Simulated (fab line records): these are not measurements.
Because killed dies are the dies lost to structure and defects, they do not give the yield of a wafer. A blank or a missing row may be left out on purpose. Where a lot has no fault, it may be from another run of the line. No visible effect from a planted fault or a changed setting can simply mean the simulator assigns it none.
A lot that was struck, set against a sound lot	flow sky130	20 steps out of a route of 708
Sound: wafers L466.1, L466.3, L466.4. Wafers L471.2, L471.4 were the ones struck. The cause is named last.
For every step that has rows: the tool of each side, followed by ch and its chambers, followed by its first start. Under that, the readings that differ: sound wafers	struck wafers	difference of the means	sigmas: that difference in standard deviations of wafers without a fault.
alike: readings whose means differ by less than 2 such deviations, and words and numbers that are the same on both sides. not compared: withheld readings, readings that some wafer has no value for, bounds like >300 that may hide the same value, and numbers for which the record gives no deviation and whose values overlap.
A row with sigmas, a row that says differs or no value, or rows on one side alone: a step with any of these is where the two part. Numbers that don't overlap but have no deviation are shown without sigmas and don't part them. A reading that every wafer of one side lacks parts them only if that side has two wafers or more.

SKY_SONOS_TUNNEL_TW_MEAS_12:
  sound on film-metro-02 at day 14 08:35; struck on film-metro-03 at day 16 01:58
  alike: SONOS_TUNNEL_TW
then, 2 steps without rows for these wafers: SKY_SONOS_TUNNEL_CLEAN_13 (cleans in dHF, time 20 s); SKY_SONOS_ONO_OXIDATION_00 (stabilise 600 s, purge 300 s, target thk 2.6 nm).
SKY_SONOS_ONO_THK_MEAS_01:
  sound on film-metro-01 at day 14 10:59; struck on film-metro-03 at day 16 03:23
  alike: SONOS_ONO_OXIDATION_THK
then, 1 step without rows for these wafers: SKY_SONOS_ONO_CVD_02 (deposits Si3N4 from DCS/NH3, target thk 10.5 nm, time 180 s).
SKY_SONOS_ONO_THK_MEAS_03:
  sound on film-metro-04 at day 14 12:32; struck on film-metro-03 at day 16 04:59
  alike: SONOS_ONO_CVD_02_THK
then, 1 step without rows for these wafers: SKY_SONOS_ONO_CVD_04 (deposits SiO2 from SiH4/N2O, target thk 5.7199 nm).
SKY_SONOS_ONO_THK_MEAS_05:
  sound on film-metro-03 at day 14 13:50; struck on film-metro-03 at day 16 06:17
  alike: SONOS_ONO_CVD_04_THK
then, 4 steps without rows for these wafers: SKY_SONOS_ONO_DEHYDRATE_06 (time 60 s); SKY_SONOS_ONO_HMDS_07 (prime time 60 s); SKY_SONOS_ONO_COAT_08 (resist thk 1140 nm); SKY_SONOS_ONO_SOFTBAKE_09 (time 60 s).
SKY_SONOS_ONO_EXPOSE_10: exposes mask ONOM, target cd 410 nm.
  sound on iline-stepper-01 ch 0, day 15 03:47; struck on iline-stepper-01 ch 0, day 16 20:25
  alike: mask, focus-offset-nm
then, 2 steps without rows for these wafers: SKY_SONOS_ONO_PEB_11; SKY_SONOS_ONO_DEVELOP_12 (develop time 60 s).
SKY_SONOS_ONO_CD_MEAS_13: the cd target is 410 nm.
  sound on cd-sem-02 at day 15 16:59; struck on cd-sem-01 at day 17 10:53
reading	sound	struck	difference	sigmas
cd-nm (nm)	408.7 410.2 408.5	358.8 358.6	-50.4	-25
SKY_SONOS_ONO_OVL_MEAS_14:
  sound on overlay-01 at day 15 17:06; struck on overlay-01 at day 17 11:00
  alike: SONOS_ONO_OVL
SKY_SONOS_ONO_ETCH_15: etches the open film in CHF3/O2, target depth 19.52 nm, time 7.8 s.
  sound on rie-diel-03 ch 0,1,2, day 15 17:08; struck on rie-diel-04 ch 0,2, day 17 11:02
reading	sound	struck	difference	sigmas
rf-hours-counter-h (h)	52 13 37	4 12	-26	
model.SONOS_ONO.cd-nm (nm)	408.5 409.8 408.8	359 358.7	-50	
  alike: drypump-motor-current-A, oes-product-au, throttle-valve-pct
then, 1 step without rows for these wafers: SKY_SONOS_ONO_WET_ETCH_16 (etches SiO2 in dHF, target depth 14 nm, time 280 s).
-- record jumps: 32 days separate the struck wafers' starts on either side; left off in module SONOS_ONO, taken up again in module PAD_OPEN, whose first shown step is the route's number 708 --
SKY_PAD_OPEN_PROBE_99:
  the record has rows for the struck wafers here (prober-02, day 49 02:51) and none for the sound ones

== WHERE THEY PART ==
First at SKY_SONOS_ONO_CD_MEAS_13; last, within this record, at SKY_PAD_OPEN_PROBE_99.

WHY: what the simulator had put in
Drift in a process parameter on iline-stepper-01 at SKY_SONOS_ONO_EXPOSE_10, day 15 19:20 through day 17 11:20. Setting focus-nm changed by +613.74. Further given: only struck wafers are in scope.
